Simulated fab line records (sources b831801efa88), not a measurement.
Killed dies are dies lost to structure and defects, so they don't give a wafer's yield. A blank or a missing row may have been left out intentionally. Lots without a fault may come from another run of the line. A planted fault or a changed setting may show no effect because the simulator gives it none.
fab line records + flow gf180mcu
[record]
- lots = 13
- wafers = 39
- last-day = 34
route steps=602 shown V4@491 V5@556
lots that met no fault: taken from a fault-free run of the same line
start-h: the number of hours between the record's first day and the start of the first shown wafer of the lot + wait-h: hours elapsed since this lot's preceding step + " unchanged from the row above + L1.1+2: one row covering several wafers at once + - no value present, or no start provided + * or withheld: withheld + < > ~ a bound
route shown NAME@n: a module of which the file shows steps, and the number in the route of the first + usual: the fault-free wafers' mean and standard deviation + same: alike in all rows + chamber/n: place in a boat + sites: each site's reading + _std_site: standard deviation of those values + _edge_site: outer sites' mean less inner sites' + radius-mm: for every site, how far away it sits from the centre of the wafer + mask NAME#n: copy n + behind: tool/chamber where the wafer was last shaped + hold: what put the lot on hold/how long, in hours/how the hold closed + device: transistor that didn't switch, given as n, p or np + end of line: tests run on the same wafers once the route is complete + where a step has no rows: the recipe by itself + killed: at the first sort, the dies lost to defects and structure; wafer yield is something else + map: the dies of a wafer, with x for killed, . for not killed, _ for no die there
set.NAME: the setting as run; set.NAME@STEP: as run at that earlier step + model.NAME: the simulator's own value behind a step, which no gauge read
a sample of lots followed through the steps of the route, with each step as a table and each wafer as a row
services: from which hour (start-h, from the record's first day; less than 0 if before it) a tool's chamber was out of use, for how many hours, and why
[[steps]]
[step GF_V4_OVL_MEAS_15]
[usual]
- V4_OVL = -1/5.2
| lot.wafer | tool       | chamber | start-h | wait-h | V4_OVL[nm] |
|-----------|------------|---------|---------|--------|------------|
| L435.3    | overlay-01 | -       | 568.83  | 0.1    | 3          |
| L435.5    | "          | -       | "       | "      | 5          |
| L435.6    | "          | -       | "       | "      | 7          |
| L436.4    | overlay-01 | -       | 572.84  | 0.1    | -1         |
| L436.5    | "          | -       | "       | "      | -7         |
| L436.6    | "          | -       | "       | "      | 3          |
| L437.1    | overlay-02 | -       | 581.15  | 0.1    | -3         |
| L437.2    | "          | -       | "       | "      | 2          |
| L437.4    | "          | -       | "       | "      | -2         |
| L438.1    | overlay-02 | -       | 582.10  | 0.1    | 4          |
| L438.2    | "          | -       | "       | "      | 2          |
| L438.3    | "          | -       | "       | "      | 6          |
| L439.2    | overlay-01 | -       | 603.33  | 0.1    | -4         |
| L439.4    | "          | -       | "       | "      | -3         |
| L439.5    | "          | -       | "       | "      | -4         |
| L440.1    | overlay-01 | -       | 608.70  | 0.1    | 7          |
| L440.2    | "          | -       | "       | "      | 7          |
| L440.3    | "          | -       | "       | "      | 9          |
| L441.1    | overlay-01 | -       | 619.05  | 0.1    | -2         |
| L441.4    | "          | -       | "       | "      | 5          |
| L441.5    | "          | -       | "       | "      | -2         |
| L442.1    | overlay-02 | -       | 632.07  | 0.1    | -8         |
| L442.3    | "          | -       | "       | "      | -8         |
| L442.4    | "          | -       | "       | "      | -5         |
| L445.1    | overlay-01 | -       | 650.65  | 0.1    | 7          |
| L445.2    | "          | -       | "       | "      | 2          |
| L445.6    | "          | -       | "       | "      | -2         |
| L455.4    | overlay-01 | -       | 708.43  | 0.1    | -11        |
| L455.5    | "          | -       | "       | "      | -15        |
| L455.6    | "          | -       | "       | "      | -10        |
| L456.1    | overlay-01 | -       | 715.35  | 0.1    | 0          |
| L456.4    | "          | -       | "       | "      | -3         |
| L456.6    | "          | -       | "       | "      | -9         |
| L457.3    | overlay-01 | -       | 718.88  | 0.1    | -4         |
| L457.4    | "          | -       | "       | "      | 1          |
| L457.5    | "          | -       | "       | "      | 7          |
| L458.2    | overlay-01 | -       | 725.38  | 0.1    | -1         |
| L458.4    | "          | -       | "       | "      | 4          |
| L458.5    | "          | -       | "       | "      | 3          |
[step GF_V4_CVD_23]
[recipe]
- material = W
- target-thk-nm = 350
- time-s = 104.9
- temp-c = 400
- pressure-torr = 40
[usual]
- heater-power-w = 818/64
| lot.wafer | tool     | chamber | start-h | wait-h | heater-power-w |
|-----------|----------|---------|---------|--------|----------------|
| L435.3    | cvd-w-01 | 0       | 569.69  | 0.1    | 849            |
| L435.5    | "        | 0       | "       | "      | 865            |
| L435.6    | "        | 1       | "       | "      | 923            |
| L436.4    | cvd-w-02 | 1       | 573.66  | 0.1    | 790            |
| L436.5    | "        | 0       | "       | "      | 776            |
| L436.6    | "        | 1       | "       | "      | 791            |
| L437.1    | cvd-w-01 | 0       | 581.99  | 0.0    | 854            |
| L437.2    | "        | 1       | "       | "      | 928            |
| L437.4    | "        | 1       | "       | "      | 916            |
| L438.1    | cvd-w-02 | 1       | 582.91  | 0.0    | 786            |
| L438.2    | "        | 0       | "       | "      | 755            |
| L438.3    | "        | 1       | "       | "      | 782            |
| L439.2    | cvd-w-02 | 1       | 604.25  | 0.1    | 784            |
| L439.4    | "        | 1       | "       | "      | 781            |
| L439.5    | "        | 1       | "       | "      | 769            |
| L440.1    | cvd-w-01 | 0       | 609.54  | 0.0    | 840            |
| L440.2    | "        | 1       | "       | "      | 913            |
| L440.3    | "        | 1       | "       | "      | 912            |
| L441.1    | cvd-w-02 | 1       | 619.88  | 0.0    | 782            |
| L441.4    | "        | 0       | "       | "      | 770            |
| L441.5    | "        | 0       | "       | "      | 729            |
| L442.1    | cvd-w-01 | 0       | 632.87  | 0.0    | 853            |
| L442.3    | "        | 0       | "       | "      | 844            |
| L442.4    | "        | 1       | "       | "      | 912            |
| L445.1    | cvd-w-01 | 1       | 651.61  | 0.0    | 929            |
| L445.2    | "        | 0       | "       | "      | 835            |
| L445.6    | "        | 1       | "       | "      | 940            |
| L455.4    | cvd-w-01 | 0       | 709.25  | 0.1    | 856            |
| L455.5    | "        | 1       | "       | "      | 924            |
| L455.6    | "        | 0       | "       | "      | 867            |
| L456.1    | cvd-w-02 | 0       | 716.15  | 0.0    | 761            |
| L456.4    | "        | 0       | "       | "      | 764            |
| L456.6    | "        | 0       | "       | "      | 763            |
| L457.3    | cvd-w-02 | 1       | 719.83  | 0.1    | 788            |
| L457.4    | "        | 0       | "       | "      | 747            |
| L457.5    | "        | 0       | "       | "      | 747            |
| L458.2    | cvd-w-02 | 0       | 726.17  | 0.0    | 745            |
| L458.4    | "        | 1       | "       | "      | 783            |
| L458.5    | "        | 0       | "       | "      | 755            |
[step GF_V4_RS_MEAS_24]
[recipe]
- thk-meas-gauge = four-point-probe
- reads = W_of_V4_CVD_23+TiN_of_V4_SPUTTER_22+Ti_of_V4_SPUTTER_21
[usual]
- V4_W_RS = 0.328/0.0034
| lot.wafer | tool          | chamber | start-h | wait-h | V4_W_RS[ohm/sq] |
|-----------|---------------|---------|---------|--------|-----------------|
| L435.3    | film-metro-02 | -       | 569.80  | 0.1    | 0.334           |
| L435.5    | "             | -       | "       | "      | 0.327           |
| L435.6    | "             | -       | "       | "      | 0.329           |
| L436.4    | film-metro-04 | -       | 573.80  | 0.1    | 0.329           |
| L436.5    | "             | -       | "       | "      | 0.326           |
| L436.6    | "             | -       | "       | "      | 0.326           |
| L437.1    | film-metro-03 | -       | 582.10  | 0.1    | 0.321           |
| L437.2    | "             | -       | "       | "      | 0.325           |
| L437.4    | "             | -       | "       | "      | 0.329           |
| L438.1    | film-metro-03 | -       | 583.02  | 0.1    | 0.329           |
| L438.2    | "             | -       | "       | "      | 0.328           |
| L438.3    | "             | -       | "       | "      | 0.329           |
| L439.2    | film-metro-02 | -       | 604.46  | 0.2    | 0.333           |
| L439.4    | "             | -       | "       | "      | 0.336           |
| L439.5    | "             | -       | "       | "      | 0.336           |
| L440.1    | film-metro-03 | -       | 609.65  | 0.1    | 0.329           |
| L440.2    | "             | -       | "       | "      | 0.331           |
| L440.3    | "             | -       | "       | "      | 0.326           |
| L441.1    | film-metro-04 | -       | 619.99  | 0.1    | 0.323           |
| L441.4    | "             | -       | "       | "      | 0.322           |
| L441.5    | "             | -       | "       | "      | 0.322           |
| L442.1    | film-metro-03 | -       | 633.06  | 0.2    | 0.327           |
| L442.3    | "             | -       | "       | "      | 0.328           |
| L442.4    | "             | -       | "       | "      | 0.328           |
| L445.1    | film-metro-04 | -       | 651.72  | 0.1    | 0.327           |
| L445.2    | "             | -       | "       | "      | 0.327           |
| L445.6    | "             | -       | "       | "      | 0.330           |
| L455.4    | film-metro-03 | -       | 709.39  | 0.1    | 0.329           |
| L455.5    | "             | -       | "       | "      | 0.334           |
| L455.6    | "             | -       | "       | "      | 0.329           |
| L456.1    | film-metro-04 | -       | 716.26  | 0.1    | 0.324           |
| L456.4    | "             | -       | "       | "      | 0.325           |
| L456.6    | "             | -       | "       | "      | 0.326           |
| L457.3    | film-metro-04 | -       | 719.94  | 0.1    | 0.326           |
| L457.4    | "             | -       | "       | "      | 0.326           |
| L457.5    | "             | -       | "       | "      | 0.326           |
| L458.2    | film-metro-02 | -       | 726.31  | 0.1    | 0.321           |
| L458.4    | "             | -       | "       | "      | 0.329           |
| L458.5    | "             | -       | "       | "      | 0.327           |
[step GF_V5_ETCH_16]
[recipe]
- chemistry = N2/H2
- target-depth-a = withheld
- overetch-a = withheld
- time-s = withheld
- target = BARC
- ion-energy-ev = 200
- source-w = 500
- bias-w = 100
- pressure-mtorr = 30
- n2-flow-sccm = 100
- h2-flow-sccm = 200
[usual]
- bias-w = 99.99/0.3
- chamber-pressure-mTorr = 29.999/0.029
- drypump-motor-current-A = 5.8/0.43
- oes-product-au = 0.855/0.0043
- throttle-valve-pct = 13.224/0.0079
| lot.wafer | tool        | chamber | start-h | wait-h | bias-w | chamber-pressure-mTorr | drypump-motor-current-A | oes-product-au | throttle-valve-pct |
|-----------|-------------|---------|---------|--------|--------|------------------------|-------------------------|----------------|--------------------|
| L435.3    | rie-diel-04 | 3       | 635.16  | 0.0    | 100.04 | 29.965                 | 5.8                     | 0.862          | 13.221             |
| L435.5    | "           | 0       | "       | "      | 99.84  | 29.962                 | 6.2                     | 0.851          | 13.233             |
| L435.6    | "           | 3       | "       | "      | 99.73  | 29.935                 | 5.8                     | 0.866          | 13.218             |
| L436.4    | rie-diel-02 | 2       | 638.11  | 0.0    | 100.08 | 29.988                 | 5.5                     | 0.852          | 13.210             |
| L436.5    | "           | 2       | "       | "      | 99.92  | 30.016                 | 5.5                     | 0.862          | 13.232             |
| L436.6    | "           | 3       | "       | "      | 99.67  | 30.009                 | 6.2                     | 0.857          | 13.217             |
| L437.1    | rie-diel-01 | 3       | 646.91  | 0.0    | 99.83  | 30.014                 | 6.5                     | 0.852          | 13.230             |
| L437.2    | "           | 2       | "       | "      | 100.20 | 30.026                 | 5.4                     | 0.855          | 13.227             |
| L437.4    | "           | 2       | "       | "      | 100.15 | 29.954                 | 5.5                     | 0.852          | 13.213             |
| L438.1    | rie-diel-04 | 3       | 647.26  | 0.0    | 100.11 | 29.995                 | 5.8                     | 0.852          | 13.221             |
| L438.2    | "           | 0       | "       | "      | 99.93  | 29.978                 | 6.2                     | 0.852          | 13.234             |
| L438.3    | "           | 1       | "       | "      | 100.09 | 29.973                 | 4.9                     | 0.856          | 13.227             |
| L439.2    | rie-diel-01 | 2       | 666.87  | 0.0    | 99.94  | 30.056                 | 5.4                     | 0.853          | 13.225             |
| L439.4    | "           | 3       | "       | "      | 99.78  | 29.941                 | 6.5                     | 0.850          | 13.234             |
| L439.5    | "           | 2       | "       | "      | 100.09 | 30.020                 | 5.4                     | 0.849          | 13.225             |
| L440.1    | rie-diel-02 | 1       | 671.94  | 0.0    | -      | -                      | -                       | -              | -                  |
| L440.2    | "           | 0       | "       | "      | -      | -                      | -                       | -              | -                  |
| L440.3    | "           | 3       | "       | "      | -      | -                      | -                       | -              | -                  |
| L441.1    | rie-diel-04 | 3       | 681.61  | 0.0    | -      | -                      | -                       | -              | -                  |
| L441.4    | "           | 1       | "       | "      | -      | -                      | -                       | -              | -                  |
| L441.5    | "           | 3       | "       | "      | -      | -                      | -                       | -              | -                  |
| L442.1    | rie-diel-02 | 3       | 693.95  | 0.0    | -      | -                      | -                       | -              | -                  |
| L442.3    | "           | 1       | "       | "      | -      | -                      | -                       | -              | -                  |
| L442.4    | "           | 2       | "       | "      | -      | -                      | -                       | -              | -                  |
| L445.1    | rie-diel-02 | 3       | 711.49  | 0.0    | 99.35  | 30.007                 | 6.2                     | 0.856          | 13.232             |
| L445.2    | "           | 2       | "       | "      | 99.59  | 29.997                 | 5.5                     | 0.849          | 13.221             |
| L445.6    | "           | 2       | "       | "      | 99.87  | 30.009                 | 5.5                     | 0.854          | 13.205             |
| L455.4    | rie-diel-01 | 2       | 764.38  | 0.0    | 100.46 | 29.947                 | 5.4                     | 0.856          | 13.234             |
| L455.5    | "           | 3       | "       | "      | 99.86  | 30.026                 | 6.5                     | 0.863          | 13.226             |
| L455.6    | "           | 1       | "       | "      | 100.18 | 30.017                 | 5.2                     | 0.848          | 13.228             |
| L456.1    | rie-diel-01 | 2       | 770.14  | 0.0    | 100.54 | 29.976                 | 5.4                     | 0.856          | 13.216             |
| L456.4    | "           | 2       | "       | "      | 100.32 | 29.990                 | 5.4                     | 0.856          | 13.221             |
| L456.6    | "           | 1       | "       | "      | 100.28 | 29.984                 | 5.2                     | 0.850          | 13.229             |
| L457.3    | rie-diel-02 | 2       | 773.51  | 0.0    | 100.14 | 30.067                 | 5.5                     | 0.852          | 13.217             |
| L457.4    | "           | 1       | "       | "      | 100.43 | 29.998                 | 6.3                     | 0.858          | 13.223             |
| L457.5    | "           | 0       | "       | "      | 99.91  | 30.007                 | 5.7                     | 0.847          | 13.224             |
| L458.2    | rie-diel-02 | 0       | 778.51  | 0.0    | 100.16 | 30.033                 | 5.7                     | 0.852          | 13.224             |
| L458.4    | "           | 3       | "       | "      | 100.37 | 30.048                 | 6.2                     | 0.856          | 13.225             |
| L458.5    | "           | 0       | "       | "      | 99.73  | 29.988                 | 5.7                     | 0.856          | 13.228             |
[step GF_V5_ETCH_17]
[recipe]
- chemistry = C4F8/O2/Ar
- mask-material = KrF
- target = SiO2
- stop-on = TiN
- source-w = 1500
- bias-w = 1200
- pressure-mtorr = 40
- c4f8-flow-sccm = withheld
- O2_flow_sccm = 6
- Ar_flow_sccm = 300
- time-s = withheld
- target-depth-a = 8550
[usual]
- bias-w = 1200/3.5
- chamber-pressure-mTorr = 40.00/0.038
- oes-product-au = 0.860/0.0045
| lot.wafer | tool        | chamber | start-h | wait-h | bias-w | chamber-pressure-mTorr | oes-product-au |
|-----------|-------------|---------|---------|--------|--------|------------------------|----------------|
| L435.3    | rie-diel-04 | 3       | -       | -      | 1202   | 39.99                  | 0.864          |
| L435.5    | "           | 0       | "       | "      | 1204   | 40.00                  | 0.854          |
| L435.6    | "           | 3       | "       | "      | 1197   | 40.01                  | 0.863          |
| L436.4    | rie-diel-02 | 2       | -       | -      | 1202   | 40.02                  | 0.859          |
| L436.5    | "           | 2       | "       | "      | 1196   | 39.99                  | 0.857          |
| L436.6    | "           | 3       | "       | "      | 1197   | 39.97                  | 0.859          |
| L437.1    | rie-diel-01 | 3       | -       | -      | 1207   | 40.00                  | 0.855          |
| L437.2    | "           | 2       | "       | "      | 1199   | 40.01                  | 0.857          |
| L437.4    | "           | 2       | "       | "      | 1199   | 40.04                  | 0.860          |
| L438.1    | rie-diel-04 | 3       | -       | -      | 1195   | 40.05                  | 0.862          |
| L438.2    | "           | 0       | "       | "      | 1205   | 39.95                  | 0.851          |
| L438.3    | "           | 1       | "       | "      | 1200   | 39.99                  | 0.863          |
| L439.2    | rie-diel-01 | 2       | -       | -      | 1207   | 39.97                  | 0.860          |
| L439.4    | "           | 3       | "       | "      | 1203   | 40.07                  | 0.858          |
| L439.5    | "           | 2       | "       | "      | 1201   | 39.93                  | 0.863          |
| L440.1    | rie-diel-02 | 1       | -       | -      | 1199   | 39.99                  | 0.378          |
| L440.2    | "           | 0       | "       | "      | 1201   | 40.02                  | 0.374          |
| L440.3    | "           | 3       | "       | "      | 1198   | 39.98                  | 0.378          |
| L441.1    | rie-diel-04 | 3       | -       | -      | 1198   | 39.99                  | 0.376          |
| L441.4    | "           | 1       | "       | "      | 1202   | 40.01                  | 0.378          |
| L441.5    | "           | 3       | "       | "      | 1198   | 39.94                  | 0.371          |
| L442.1    | rie-diel-02 | 3       | -       | -      | 1198   | 40.01                  | 0.379          |
| L442.3    | "           | 1       | "       | "      | 1199   | 40.03                  | 0.381          |
| L442.4    | "           | 2       | "       | "      | 1203   | 40.04                  | 0.381          |
| L445.1    | rie-diel-02 | 3       | -       | -      | 1199   | 40.05                  | 0.857          |
| L445.2    | "           | 2       | "       | "      | 1198   | 40.05                  | 0.859          |
| L445.6    | "           | 2       | "       | "      | 1196   | 40.01                  | 0.855          |
| L455.4    | rie-diel-01 | 2       | -       | -      | 1199   | 40.00                  | 0.861          |
| L455.5    | "           | 3       | "       | "      | 1200   | 40.01                  | 0.859          |
| L455.6    | "           | 1       | "       | "      | 1194   | 40.06                  | 0.864          |
| L456.1    | rie-diel-01 | 2       | -       | -      | 1196   | 40.01                  | 0.858          |
| L456.4    | "           | 2       | "       | "      | 1199   | 39.94                  | 0.858          |
| L456.6    | "           | 1       | "       | "      | 1202   | 40.01                  | 0.859          |
| L457.3    | rie-diel-02 | 2       | -       | -      | 1193   | 39.99                  | 0.854          |
| L457.4    | "           | 1       | "       | "      | 1204   | 39.98                  | 0.859          |
| L457.5    | "           | 0       | "       | "      | 1195   | 39.98                  | 0.862          |
| L458.2    | rie-diel-02 | 0       | -       | -      | 1200   | 40.03                  | 0.860          |
| L458.4    | "           | 3       | "       | "      | 1200   | 40.01                  | 0.863          |
| L458.5    | "           | 0       | "       | "      | 1199   | 39.96                  | 0.863          |
[step GF_V5_STRIP_18]
[recipe]
- chemistry = O2/N2
- power-w = 1400
- pressure-mtorr = 1500
- platen-temp-c = 250
- o2-flow-sccm = 3000
- n2-flow-sccm = 300
- overash-fraction = 0.5
[usual]
- drypump-motor-current-A = 5.7/0.35
- heater-power-w = 307/35
- oes-product-au = 0.569/0.0044
[same]
- overash-fraction = 0.5
| lot.wafer | tool            | chamber | start-h | wait-h | drypump-motor-current-A | heater-power-w | oes-product-au | rf-hours-counter-h |
|-----------|-----------------|---------|---------|--------|-------------------------|----------------|----------------|--------------------|
| L435.3    | plasma-asher-01 | 0       | 635.35  | -      | 5.5                     | 293            | 0.573          | -                  |
| L435.5    | "               | 1       | "       | "      | 5.6                     | 329            | 0.560          | -                  |
| L435.6    | "               | 0       | "       | "      | 5.5                     | 301            | 0.571          | -                  |
| L436.4    | plasma-asher-01 | 0       | 638.30  | -      | 5.5                     | 300            | 0.561          | -                  |
| L436.5    | "               | 0       | "       | "      | 5.5                     | 303            | 0.563          | -                  |
| L436.6    | "               | 1       | "       | "      | 5.6                     | 325            | 0.563          | -                  |
| L437.1    | plasma-asher-01 | 1       | 647.06  | -      | 5.6                     | 326            | 0.571          | 22                 |
| L437.2    | "               | 0       | "       | "      | 5.5                     | 303            | 0.568          | 22                 |
| L437.4    | "               | 1       | "       | "      | 5.6                     | 330            | 0.564          | -                  |
| L438.1    | plasma-asher-03 | 0       | 647.41  | -      | 5.2                     | 279            | 0.571          | 55                 |
| L438.2    | "               | 1       | "       | "      | 6.4                     | 249            | 0.564          | 55                 |
| L438.3    | "               | 1       | "       | "      | 6.4                     | 236            | 0.567          | -                  |
| L439.2    | plasma-asher-01 | 1       | 667.03  | -      | 5.6                     | 323            | 0.570          | 25                 |
| L439.4    | "               | 0       | "       | "      | 5.5                     | 298            | 0.565          | -                  |
| L439.5    | "               | 1       | "       | "      | 5.6                     | 326            | 0.565          | -                  |
| L440.1    | plasma-asher-01 | 0       | 672.09  | -      | 5.5                     | 290            | 0.581          | 25                 |
| L440.2    | "               | 1       | "       | "      | 5.6                     | 333            | 0.584          | 25                 |
| L440.3    | "               | 1       | "       | "      | 5.5                     | 318            | 0.579          | -                  |
| L441.1    | plasma-asher-02 | 0       | 681.76  | -      | 6.0                     | 368            | 0.590          | 102                |
| L441.4    | "               | 0       | "       | "      | 6.0                     | 375            | 0.593          | -                  |
| L441.5    | "               | 0       | "       | "      | 6.1                     | 369            | 0.587          | -                  |
| L442.1    | plasma-asher-03 | 0       | 694.10  | -      | 5.2                     | 265            | 0.582          | 57                 |
| L442.3    | "               | 1       | "       | "      | 6.4                     | 235            | 0.584          | -                  |
| L442.4    | "               | 0       | "       | "      | 5.2                     | 276            | 0.585          | -                  |
| L445.1    | plasma-asher-03 | 1       | 711.64  | -      | 6.4                     | 240            | 0.567          | 59                 |
| L445.2    | "               | 0       | "       | "      | 5.2                     | 284            | 0.567          | 59                 |
| L445.6    | "               | 0       | "       | "      | 5.3                     | 277            | 0.570          | -                  |
| L455.4    | plasma-asher-01 | 1       | 764.55  | -      | 5.6                     | 329            | 0.569          | -                  |
| L455.5    | "               | 1       | "       | "      | 5.5                     | 325            | 0.564          | -                  |
| L455.6    | "               | 0       | "       | "      | 5.5                     | 302            | 0.569          | -                  |
| L456.1    | plasma-asher-02 | 1       | 770.29  | -      | 5.6                     | 351            | 0.573          | 3                  |
| L456.4    | "               | 0       | "       | "      | 6.1                     | 346            | 0.578          | -                  |
| L456.6    | "               | 1       | "       | "      | 5.6                     | 355            | 0.566          | -                  |
| L457.3    | plasma-asher-01 | 1       | 773.70  | -      | 5.6                     | 324            | 0.564          | -                  |
| L457.4    | "               | 0       | "       | "      | 5.5                     | 295            | 0.570          | -                  |
| L457.5    | "               | 1       | "       | "      | 5.6                     | 327            | 0.575          | -                  |
| L458.2    | plasma-asher-03 | 0       | 778.66  | -      | 5.2                     | 271            | 0.566          | 66                 |
| L458.4    | "               | 0       | "       | "      | 5.2                     | 270            | 0.570          | -                  |
| L458.5    | "               | 0       | "       | "      | 5.3                     | 279            | 0.573          | -                  |
[[services]]
| tool            | chamber | start-h | hours | kind           |
|-----------------|---------|---------|-------|----------------|
| rie-diel-01     | 0       | 578.84  | 7.4   | repair         |
| rie-diel-04     | 3       | 586.38  | -     | clean          |
| rie-diel-04     | 3       | 586.38  | 24.5  | scheduled-down |
| rie-diel-04     | 3       | 586.38  | 24.5  | vent-cycle     |
| rie-diel-04     | 2       | 591.13  | 4.7   | repair         |
| cvd-w-02        | 0       | 603.52  | 4.0   | repair         |
| plasma-asher-02 | -       | 607.27  | 3.4   | repair         |
| rie-diel-01     | 1       | 609.48  | -     | clean          |
| rie-diel-01     | 1       | 609.48  | 17.6  | scheduled-down |
| rie-diel-01     | 1       | 609.48  | 17.6  | vent-cycle     |
| rie-diel-04     | 1       | 616.71  | 11.0  | repair         |
| rie-diel-01     | 0       | 630.49  | 126.8 | repair         |
| rie-diel-04     | 3       | 640.00  | 3.0   | repair         |
| rie-diel-02     | 3       | 643.07  | 2.5   | repair         |
| plasma-asher-03 | -       | 649.76  | 20.9  | pm             |
| plasma-asher-01 | -       | 657.11  | 4.0   | pm             |
| rie-diel-04     | 0       | 690.04  | 12.7  | repair         |
| plasma-asher-03 | -       | 701.59  | 1.7   | repair         |
| plasma-asher-02 | -       | 733.75  | 9.0   | pm             |
| rie-diel-01     | 0       | 757.32  | -     | clean          |
| rie-diel-01     | 0       | 757.32  | 22.1  | scheduled-down |
| rie-diel-01     | 0       | 757.32  | 22.1  | vent-cycle     |
| cvd-w-01        | 1       | 757.80  | 7.3   | repair         |
| plasma-asher-01 | -       | 767.34  | 2.4   | repair         |
[[key]]
[first-sign]
- step = GF_V5_ETCH_16
- reading = tool-record
- direction = missing
[effect]
- step = GF_V5_ETCH_17
- reading = oes-product-au
- direction = down
- sigmas = 99+
- usual = 0.860
- struck = 0.377
[effect]
- step = GF_V5_STRIP_18
- reading = oes-product-au
- direction = up
- sigmas = 3.7
- usual = 0.569
- struck = 0.585
met-at GF_V5_ETCH_16
struck-lots L440,L441,L442
later-rows-left-out L440.1,L440.2,L440.3,L441.1,L441.4,L441.5,L442.1,L442.3,L442.4
sort-left-out L440.1,L440.2,L440.3,L441.1,L441.4,L441.5,L442.1,L442.3,L442.4
not-acting-at GF_V4_OVL_MEAS_15,GF_V4_CVD_23,GF_V4_RS_MEAS_24
onset-between 647.26 671.94
[fault]
- kind = skipped-step-whole
- tool = rie-diel-02,rie-diel-04
- chamber = -
- onset-h = 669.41
- steps = GF_V5_ETCH_16
- scope = struck-lots-only
// sort-left-out: the simulated sort isn't trusted on such a fault, so these wafers' sort isn't shown, and their yield isn't known
// later-rows-left-out: the simulator's readings of these wafers behind a module that went badly wrong aren't trusted and aren't shown, but for the sort
